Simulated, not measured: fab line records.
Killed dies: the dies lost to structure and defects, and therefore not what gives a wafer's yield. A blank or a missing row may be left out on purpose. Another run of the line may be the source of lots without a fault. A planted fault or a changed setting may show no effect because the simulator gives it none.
fab line records	flow gf180mcu
record lots=5	wafers=15	last_day=34
route steps=602 shown NWELL@52 LVPWELL@54 MVSD@66 MVPSD@78
lots with no fault: from the same line, run without faults
start_h: start of the lot's first displayed wafer, in hours after the record's first day	wait_h: hours elapsed since this lot's preceding step	" the same as in the row above	L1.1+2: a single row standing in for several wafers	- no value present, or no start provided	* or withheld: withheld	< > ~ a bound
route shown NAME@n: a module of which the file shows steps, and the number in the route of the first	usual: the fault-free wafers' mean and standard deviation	same: alike in all rows	chamber/n: place in a boat	sites: each site's reading	_std_site: the standard deviation of these	_edge_site: mean of outer sites minus mean of inner sites	radius_mm: for every site, how far away it sits from the centre of the wafer	mask NAME#n: copy n	behind: the most recent tool/chamber to have shaped the wafer	hold: why the lot went on hold/how many hours it stayed there/how the hold came to an end	device: the n, p or np transistor that did not switch	end of line: tests of these same wafers at the route's end	a step given without rows: its recipe and nothing more	killed: the dies lost at the first sort to structure and to defects; this is not the yield of the wafer	map: a wafer's dies, marking killed ones x, the rest . and places with no die _
set.NAME: setting as actually run; set.NAME@STEP: the setting as run at that earlier step	model.NAME: the simulator's own value behind a step, which no gauge read
lots seen at some steps along the route; tables by step, rows by wafer
services: from which hour (start_h, from the record's first day; less than 0 if before it) a tool's chamber was out of use, for how many hours, and why
## steps
# step GF_NWELL_STRIP_10
# recipe chemistry=O2/N2	power_w=1400	pressure_mtorr=1500	platen_temp_c=250	o2_flow_sccm=3000	n2_flow_sccm=300	overash_fraction=0.5
# usual drypump_motor_current_A=5.6/0.32	heater_power_w=322/22	oes_product_au=0.722/0.005	strip_time_to_endpoint_s=36.94/0.094
lot.wafer	tool	chamber	start_h	wait_h	drypump_motor_current_A	heater_power_w	oes_product_au	rf_hours_counter_h	strip_time_to_endpoint_s
L206.1	plasma_asher-01	1	79.58	0.1	5.7	351	0.719	41	36.85
L206.4	"	1	"	"	5.7	354	0.722	-	36.92
L206.6	"	1	"	"	5.7	354	0.709	-	36.86
L211.1	plasma_asher-01	0	104.37	0.1	5.7	304	0.730	43	37.05
L211.2	"	1	"	"	5.7	354	0.720	43	37.01
L211.5	"	1	"	"	5.7	346	0.722	-	37.12
L213.1	plasma_asher-01	1	116.22	0.1	5.7	354	0.725	45	36.86
L213.5	"	0	"	"	5.7	305	0.727	-	36.97
L213.6	"	1	"	"	5.7	357	0.722	-	36.94
L214.1	plasma_asher-03	0	124.42	0.1	5.1	310	0.717	34	36.97
L214.3	"	1	"	"	5.6	307	0.717	-	37.03
L214.6	"	1	"	"	5.6	302	0.718	-	37.05
L222.1	plasma_asher-04	0	166.73	0.1	5.3	347	0.730	54	37.00
L222.3	"	0	"	"	5.3	352	0.717	-	36.92
L222.4	"	1	"	"	6.2	322	0.725	-	36.96
# step GF_NWELL_TW_MEAS_11
# usual NWELL_TW=1569/12
lot.wafer	tool	chamber	start_h	wait_h	NWELL_TW
L206.1	film_metro-02	-	79.68	0.1	1582
L206.4	"	-	"	"	1579
L206.6	"	-	"	"	1584
L211.1	film_metro-04	-	104.47	0.1	1587
L211.2	"	-	"	"	1585
L211.5	"	-	"	"	1598
L213.1	film_metro-02	-	116.32	0.1	1571
L213.5	"	-	"	"	1587
L213.6	"	-	"	"	1579
L214.1	film_metro-02	-	124.52	0.1	1557
L214.3	"	-	"	"	1559
L214.6	"	-	"	"	1552
L222.1	film_metro-02	-	166.83	0.1	1572
L222.3	"	-	"	"	1561
L222.4	"	-	"	"	1558
# step GF_LVPWELL_DEHYDRATE_00
# recipe temp_c=200	time_s=60
# step GF_LVPWELL_HMDS_01
# recipe prime_time_s=60	prime_temp_c=120
# step GF_LVPWELL_COAT_02
# recipe spin_rpm=2000	resist_thk_nm=3000
# step GF_LVPWELL_SOFTBAKE_03
# recipe temp_c=110	time_s=withheld
# step GF_LVPWELL_EXPOSE_04
# recipe mask_id=LVPWELL	target_cd_nm=600	na=0.6	source_shape=conventional	sigma_outer=0.6	dose_mj=260
# step GF_LVPWELL_PEB_05
# recipe temp_c=115	time_s=withheld
# step GF_LVPWELL_DEVELOP_06
# recipe wall_angle_deg=90	develop_time_s=60	dev_temp_c=23
# step GF_LVPWELL_OVL_MEAS_07
# usual LVPWELL_OVL=-0.6/1
lot.wafer	tool	chamber	start_h	wait_h	LVPWELL_OVL[nm]
L206.1	overlay-02	-	93.34	-	0.1
L206.4	"	-	"	"	0.8
L206.6	"	-	"	"	0.7
L211.1	overlay-02	-	119.23	-	-1.8
L211.2	"	-	"	"	-2.3
L211.5	"	-	"	"	-1.4
L213.1	overlay-02	-	131.67	-	-3.7
L213.5	"	-	"	"	-1.3
L213.6	"	-	"	"	-0.5
L214.1	overlay-02	-	139.62	-	-0.7
L214.3	"	-	"	"	-0.9
L214.6	"	-	"	"	-0.6
L222.1	overlay-02	-	184.08	-	-0.7
L222.3	"	-	"	"	0.1
L222.4	"	-	"	"	-0.9
# step GF_LVPWELL_IMPLANT_08
# recipe species=B	energy_kev=170	dose_cm2=1.5e+13	tilt_deg=0
# step GF_LVPWELL_IMPLANT_09
# recipe species=B	energy_kev=60	dose_cm2=5e+12	tilt_deg=0
# step GF_LVPWELL_STRIP_10
# recipe chemistry=O2/N2	power_w=1400	pressure_mtorr=1500	platen_temp_c=250	o2_flow_sccm=3000	n2_flow_sccm=300	overash_fraction=0.5
# usual drypump_motor_current_A=5.71/0.25	heater_power_w=328/33	oes_product_au=0.723/0.0042	strip_time_to_endpoint_s=36.98/0.11
lot.wafer	tool	chamber	start_h	wait_h	drypump_motor_current_A	heater_power_w	oes_product_au	rf_hours_counter_h	strip_time_to_endpoint_s	model.coat_of_LVPWELL_COAT_02.thk_nm
L206.1	plasma_asher-02	1	93.68	0.1	5.60	271	0.726	42	36.99	0
L206.4	"	0	"	"	5.82	354	0.717	-	36.93	0
L206.6	"	1	"	"	5.58	272	0.715	-	36.87	0
L211.1	plasma_asher-04	0	119.56	0.1	5.33	354	0.730	48	37.10	0
L211.2	"	1	"	"	6.20	311	0.727	48	37.09	0
L211.5	"	1	"	"	6.23	323	0.723	-	37.10	0
L213.1	plasma_asher-01	0	132.00	0.1	5.68	308	0.724	47	36.78	0
L213.5	"	1	"	"	5.71	349	0.727	-	36.86	0
L213.6	"	0	"	"	5.64	311	0.728	-	36.81	0
L214.1	plasma_asher-01	0	139.95	0.1	5.62	307	0.717	48	36.95	0
L214.3	"	0	"	"	5.67	297	0.729	-	37.01	0
L214.6	"	1	"	"	5.67	343	0.723	-	36.97	0
L222.1	plasma_asher-04	0	184.41	0.1	5.34	354	0.964	55	-	250.4
L222.3	"	1	"	"	6.22	325	0.975	-	-	250.6
L222.4	"	0	"	"	5.34	354	0.970	-	-	250.2
# step GF_LVPWELL_TW_MEAS_11
# usual LVPWELL_TW=559/3.8
lot.wafer	tool	chamber	start_h	wait_h	LVPWELL_TW
L206.1	film_metro-01	-	93.78	0.1	554
L206.4	"	-	"	"	558
L206.6	"	-	"	"	557
L211.1	film_metro-01	-	119.66	0.1	553
L211.2	"	-	"	"	555
L211.5	"	-	"	"	552
L213.1	film_metro-01	-	132.10	0.1	558
L213.5	"	-	"	"	557
L213.6	"	-	"	"	559
L214.1	film_metro-04	-	140.05	0.1	563
L214.3	"	-	"	"	559
L214.6	"	-	"	"	563
L222.1	film_metro-04	-	184.51	0.1	564
L222.3	"	-	"	"	565
L222.4	"	-	"	"	565
# step GF_MVSD_DEHYDRATE_00
# recipe temp_c=200	time_s=60
# step GF_MVSD_HMDS_01
# recipe prime_time_s=60	prime_temp_c=120
# step GF_MVSD_COAT_02
# recipe spin_rpm=2000	resist_thk_nm=3000
# step GF_MVSD_SOFTBAKE_03
# recipe temp_c=110	time_s=withheld
# step GF_MVSD_EXPOSE_04
# recipe mask_id=MVSD	target_cd_nm=1000	na=0.6	source_shape=conventional	sigma_outer=0.6	dose_mj=260
# step GF_MVSD_PEB_05
# recipe temp_c=115	time_s=withheld
# step GF_MVSD_DEVELOP_06
# recipe wall_angle_deg=90	develop_time_s=60	dev_temp_c=23
# step GF_MVSD_OVL_MEAS_07
# usual MVSD_OVL=-0.1/1.4
lot.wafer	tool	chamber	start_h	wait_h	MVSD_OVL[nm]
L206.1	overlay-01	-	107.84	-	-1.5
L206.4	"	-	"	"	0.7
L206.6	"	-	"	"	-0.3
L211.1	overlay-01	-	134.74	-	1.3
L211.2	"	-	"	"	-0.9
L211.5	"	-	"	"	1.2
L213.1	overlay-02	-	147.07	-	-1.5
L213.5	"	-	"	"	-2.7
L213.6	"	-	"	"	-2.3
L214.1	overlay-02	-	154.83	-	-3.7
L214.3	"	-	"	"	-2.0
L214.6	"	-	"	"	-1.6
L222.1	overlay-01	-	201.73	-	-1.4
L222.3	"	-	"	"	0.1
L222.4	"	-	"	"	-0.7
# step GF_MVSD_IMPLANT_08
# recipe species=P	energy_kev=400	dose_cm2=1.6e+13	tilt_deg=0
# step GF_MVSD_IMPLANT_09
# recipe species=P	energy_kev=100	dose_cm2=5e+12	tilt_deg=0
# step GF_MVSD_STRIP_10
# recipe chemistry=O2/N2	power_w=1400	pressure_mtorr=1500	platen_temp_c=250	o2_flow_sccm=3000	n2_flow_sccm=300	overash_fraction=0.5
# usual drypump_motor_current_A=5.61/0.19	heater_power_w=318/33	oes_product_au=0.722/0.0044	strip_time_to_endpoint_s=36.98/0.094
lot.wafer	tool	chamber	start_h	wait_h	drypump_motor_current_A	heater_power_w	oes_product_au	rf_hours_counter_h	strip_time_to_endpoint_s
L206.1	plasma_asher-01	1	108.17	0.1	5.68	353	0.720	43	36.94
L206.4	"	0	"	"	5.66	317	0.718	-	37.03
L206.6	"	1	"	"	5.67	353	0.731	-	36.98
L211.1	plasma_asher-01	0	135.07	0.1	5.64	311	0.721	47	36.94
L211.2	"	1	"	"	5.70	349	0.726	47	37.04
L211.5	"	0	"	"	5.62	311	0.723	-	36.91
L213.1	plasma_asher-02	1	147.40	0.1	5.58	262	0.719	0	36.83
L213.5	"	0	"	"	5.82	353	0.720	-	36.95
L213.6	"	1	"	"	5.57	252	0.713	-	36.88
L214.1	plasma_asher-01	0	155.16	0.1	5.63	306	0.728	50	37.11
L214.3	"	0	"	"	5.64	310	0.723	-	37.22
L214.6	"	0	"	"	5.66	303	0.725	-	36.96
L222.1	plasma_asher-01	0	202.06	0.1	5.65	312	0.724	54	40.84
L222.3	"	0	"	"	5.65	310	0.721	-	40.72
L222.4	"	1	"	"	5.69	349	0.726	-	40.78
# step GF_MVSD_TW_MEAS_11
# usual MVSD_TW=1579/12
lot.wafer	tool	chamber	start_h	wait_h	MVSD_TW
L206.1	film_metro-04	-	108.27	0.1	1582
L206.4	"	-	"	"	1581
L206.6	"	-	"	"	1577
L211.1	film_metro-01	-	135.18	0.1	1578
L211.2	"	-	"	"	1586
L211.5	"	-	"	"	1587
L213.1	film_metro-04	-	147.50	0.1	1610
L213.5	"	-	"	"	1597
L213.6	"	-	"	"	1597
L214.1	film_metro-04	-	155.26	0.1	1599
L214.3	"	-	"	"	1589
L214.6	"	-	"	"	1591
L222.1	film_metro-02	-	202.16	0.1	1508
L222.3	"	-	"	"	1519
L222.4	"	-	"	"	1522
# step GF_MVPSD_DEHYDRATE_00
# recipe temp_c=200	time_s=60
## services
tool	chamber	start_h	hours	kind
plasma_asher-02	-	108.75	9.0	pm
plasma_asher-02	0	108.75	9.0	vent_cycle
plasma_asher-02	1	108.75	9.0	vent_cycle
plasma_asher-03	-	116.08	1.5	repair
plasma_asher-02	0	117.75	-	clean
plasma_asher-02	1	117.75	-	clean
plasma_asher-02	-	119.00	28.1	pm
plasma_asher-04	-	129.39	5.7	repair
plasma_asher-02	-	148.04	3.2	repair
plasma_asher-01	-	161.15	2.8	pm
## key
first_sign step=GF_LVPWELL_STRIP_10	reading=oes_product_au	direction=up	sigmas=59	usual=0.723	struck=0.970
effect step=GF_MVSD_STRIP_10	reading=strip_time_to_endpoint_s	direction=up	sigmas=41	usual=*	struck=*
effect step=GF_MVSD_TW_MEAS_11	reading=MVSD_TW	direction=down	sigmas=5.1	usual=1579	struck=1516
model_effect step=GF_LVPWELL_STRIP_10	value=coat_of_LVPWELL_COAT_02.thk_nm	without=0	struck=250.4
met_at GF_LVPWELL_STRIP_10
struck_wafers L222.1,L222.3,L222.4
sort_left_out L222.1,L222.3,L222.4
tester_left_out L222
onset_between 119.56 184.41
fault kind=strip_aborted	tool=plasma_asher-04	chamber=-	onset_h=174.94	steps=GF_LVPWELL_STRIP_10	offset=0.39986	end_h=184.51
# tester_left_out: of these lots the tester's yield and bins aren't shown, on N5 and GAA mostly nor the transistor test; their killed dies are dies lost to structure and defects alone, not to doping, threshold or leakage, so they don't give the yield
# sort_left_out: the simulated sort isn't trusted on such a fault, so these wafers' sort isn't shown, and their yield isn't known
